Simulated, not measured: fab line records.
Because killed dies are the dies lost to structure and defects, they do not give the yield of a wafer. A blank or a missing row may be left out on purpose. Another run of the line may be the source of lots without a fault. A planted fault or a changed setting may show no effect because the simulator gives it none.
Which tool was responsible? | flow sky130 | Sampling: 13 lots, 39 wafers, 5 of 708 route steps

## WHAT EACH GAUGE READ, for each wafer
SKY_VIA3_BOW_MEAS_03.
lot  | measured     | on            | VIA3_BOW (um)
L704 | day 38 06:32 | film_metro-04 | 78 69 82
L708 | day 39 22:35 | film_metro-04 | 79 58 82
L710 | day 40 14:05 | film_metro-01 | 77 69 62
L711 | day 41 03:16 | film_metro-01 | 80 72 64
L714 | day 42 00:12 | film_metro-04 | 88 75 72
L718 | day 42 20:34 | film_metro-04 | 81 80 76
L719 | day 43 08:40 | film_metro-04 | 80 87 74
L721 | day 43 15:48 | film_metro-02 | 74 83 98
L723 | day 44 03:55 | film_metro-02 | 153 154 154 - - -
L724 | day 44 07:16 | film_metro-02 | 141 144 128 - - -
L725 | day 44 12:21 | film_metro-02 | 129 136 124 - - -
L726 | day 44 19:14 | film_metro-02 | 69 87 80
L727 | day 45 02:05 | film_metro-04 | 90 78 82

## TOOL THAT RAN EACH LOT (tool first, then ch and the chambers of the sampled wafers, then the start)
lot  | SKY_VIA2_SPUTTER_20          | SKY_VIA2_CVD_21               | SKY_METAL3_SPUTTER_04        | SKY_VIA3_CMP_02
L704 | pvd_sputter-02, day 35 23:35 | cvd_w-01 ch 0,1, day 35 23:38 | pvd_sputter-03, day 36 00:22 | cmp-02 ch 1,2,3, day 38 06:20
L708 | pvd_sputter-04, day 37 17:02 | cvd_w-01 ch 0,1, day 37 17:08 | pvd_sputter-02, day 37 17:49 | cmp-02 ch 2,3, day 39 22:13
L710 | pvd_sputter-04, day 38 10:05 | cvd_w-02 ch 0,1, day 38 10:09 | pvd_sputter-02, day 38 10:52 | cmp-02 ch 0,2,3, day 40 13:46
L711 | pvd_sputter-01, day 38 23:37 | cvd_w-01 ch 0,1, day 38 23:43 | pvd_sputter-02, day 39 00:23 | cmp-01 ch 0,1, day 41 02:58
L714 | pvd_sputter-04, day 39 21:23 | cvd_w-01 ch 0,1, day 39 21:29 | pvd_sputter-03, day 39 22:09 | cmp-01 ch 0,3, day 41 23:52
L718 | pvd_sputter-04, day 40 18:59 | cvd_w-01 ch 0,1, day 40 19:02 | pvd_sputter-03, day 40 19:46 | cmp-01 ch 0,1,2, day 42 20:19
L719 | pvd_sputter-04, day 41 07:01 | cvd_w-01 ch 0,1, day 41 07:05 | pvd_sputter-02, day 41 07:47 | cmp-01 ch 0,2, day 43 08:24
L721 | pvd_sputter-02, day 41 13:56 | cvd_w-01 ch 0,1, day 41 13:59 | pvd_sputter-02, day 41 14:43 | cmp-01 ch 0,2,3, day 43 15:29
L723 | pvd_sputter-04, day 42 02:46 | cvd_w-01 ch 0,1, day 42 02:49 | pvd_sputter-04, day 42 03:38 | cmp-01 ch 0,2,3, day 44 03:37
L724 | pvd_sputter-01, day 42 07:30 | cvd_w-02 ch 0,1, day 42 07:34 | pvd_sputter-02, day 42 08:17 | cmp-02 ch 0,2,3, day 44 06:58
L725 | pvd_sputter-01, day 42 12:20 | cvd_w-02 ch 0,1, day 42 12:26 | pvd_sputter-02, day 42 13:07 | cmp-01 ch 1,2,3, day 44 12:07
L726 | pvd_sputter-02, day 42 19:31 | cvd_w-01 ch 0,1, day 42 19:35 | pvd_sputter-04, day 42 20:17 | cmp-02 ch 0,1, day 44 18:55
L727 | pvd_sputter-02, day 43 02:05 | cvd_w-01 ch 0,1, day 43 02:08 | pvd_sputter-02, day 43 02:51 | cmp-01 ch 0,3, day 45 01:50
- SKY_VIA2_SPUTTER_20: material TiN, target thk 20 nm, time 80 s.
- SKY_VIA2_CVD_21: deposits W, target thk 420 nm, time 126.4 s.
- SKY_METAL3_SPUTTER_04: material TiN, target thk 70 nm, time 58.3 s.
- SKY_VIA3_CMP_02: polishes SiO2.

## AS READ BY THE TOOLS THEMSELVES (means over the sampled wafers that have a number; for cases with no such wafer, the mark the record gives instead)
SKY_VIA2_SPUTTER_20.
lot  | tool           | cathode_dc_power_W (W) | throttle_valve_pct (%)
L704 | pvd_sputter-02 | 4000.0                 | 28.0
L708 | pvd_sputter-04 | 4000.2                 | 29.2
L710 | pvd_sputter-04 | 4000.0                 | 29.3
L711 | pvd_sputter-01 | 3999.0                 | 30.5
L714 | pvd_sputter-04 | 3999.6                 | 29.0
L718 | pvd_sputter-04 | 4000.1                 | 29.3
L719 | pvd_sputter-04 | 3999.9                 | 29.3
L721 | pvd_sputter-02 | 4000.0                 | 28.7
L723 | pvd_sputter-04 | 4000.3                 | 29.1
L724 | pvd_sputter-01 | 3999.9                 | 30.7
L725 | pvd_sputter-01 | 3999.0                 | 30.7
L726 | pvd_sputter-02 | 4000.7                 | 29.0
L727 | pvd_sputter-02 | 4000.1                 | 29.3

SKY_VIA2_CVD_21.
lot  | tool     | heater_power_w (W) | susceptor_temp_C (C)
L704 | cvd_w-01 | 871                | 400.03
L708 | cvd_w-01 | 854                | 399.98
L710 | cvd_w-02 | 744                | 400.12
L711 | cvd_w-01 | 851                | 400.01
L714 | cvd_w-01 | 803                | 399.98
L718 | cvd_w-01 | 868                | 400.19
L719 | cvd_w-01 | 805                | 399.98
L721 | cvd_w-01 | 820                | 399.81
L723 | cvd_w-01 | 816                | 400.01
L724 | cvd_w-02 | 753                | 400.13
L725 | cvd_w-02 | 746                | 400.21
L726 | cvd_w-01 | 882                | 400.05
L727 | cvd_w-01 | 869                | 400.12

SKY_METAL3_SPUTTER_04.
lot  | tool           | cathode_dc_power_W (W) | throttle_valve_pct (%)
L704 | pvd_sputter-03 | 6500.5                 | 31.1
L708 | pvd_sputter-02 | 6500.9                 | 29.3
L710 | pvd_sputter-02 | 6501.3                 | 28.8
L711 | pvd_sputter-02 | 6500.4                 | 29.4
L714 | pvd_sputter-03 | 6498.7                 | 30.8
L718 | pvd_sputter-03 | 6500.4                 | 30.1
L719 | pvd_sputter-02 | 6499.9                 | 29.6
L721 | pvd_sputter-02 | 6499.8                 | 29.0
L723 | pvd_sputter-04 | 6498.6                 | 29.4
L724 | pvd_sputter-02 | 6498.9                 | 29.5
L725 | pvd_sputter-02 | 6500.3                 | 28.6
L726 | pvd_sputter-04 | 6499.7                 | 29.1
L727 | pvd_sputter-02 | 6500.1                 | 29.0

SKY_VIA3_CMP_02.
lot  | tool   | edge_zone_pressure_frac | head_pressure_psi (psi) | motor_current_A (A)
L704 | cmp-02 | 1.002                   | 3.997                   | 11.7
L708 | cmp-02 | 1.003                   | 4.003                   | 12.1
L710 | cmp-02 | 1.004                   | 4.002                   | 12.0
L711 | cmp-01 | 1.002                   | 4.007                   | 12.5
L714 | cmp-01 | 0.997                   | 3.997                   | 11.5
L718 | cmp-01 | 0.999                   | 4.001                   | 11.8
L719 | cmp-01 | 1.000                   | 3.998                   | 11.4
L721 | cmp-01 | 0.995                   | 3.996                   | 11.0
L723 | cmp-01 | -                       | -                       | -
L724 | cmp-02 | -                       | -                       | -
L725 | cmp-01 | -                       | -                       | -
L726 | cmp-02 | 0.999                   | 4.001                   | 12.8
L727 | cmp-01 | 0.994                   | 4.004                   | 12.0

## THE ANSWER, worked out from the rows above alone
Rule: the usual values come from the lots themselves. Put in order of their means at a reading, lots are off if they are a third of the lots or fewer, leave a main group of 4 or more, and stand apart from it by a gap of 3 or more times the standard deviation of the main group's means; of several such gaps the widest counts. Not used: any main group whose means are identical at the precision the tables above print for the reading. A lot without any number at a reading at which 4 lots or more have one is off too. Where the step has rows for the other lots, those lots are counted as sound. After the gauges, taken in route order, come the tools' own readings; for these a lot's mean is taken, as printed above. At the first step where some lot is off, the reading lying furthest off is the one used; lots without a number count as furthest.
Off: L723, L724, L725, at SKY_VIA3_BOW_MEAS_03 (VIA3_BOW). Main group: mean 78 um, sd 4.7.
A tool fits if, at a process step before that reading, it ran every lot that is off, and no sound lot after the first of them. The gauges at SKY_VIA3_BOW_MEAS_03 aren't tried: what is off there is off at SKY_VIA3_CMP_02 too, on other tools, and a gauge's error can't cause that. None of those tried fits.

## WHAT HAD BEEN PUT IN BY THE SIMULATOR
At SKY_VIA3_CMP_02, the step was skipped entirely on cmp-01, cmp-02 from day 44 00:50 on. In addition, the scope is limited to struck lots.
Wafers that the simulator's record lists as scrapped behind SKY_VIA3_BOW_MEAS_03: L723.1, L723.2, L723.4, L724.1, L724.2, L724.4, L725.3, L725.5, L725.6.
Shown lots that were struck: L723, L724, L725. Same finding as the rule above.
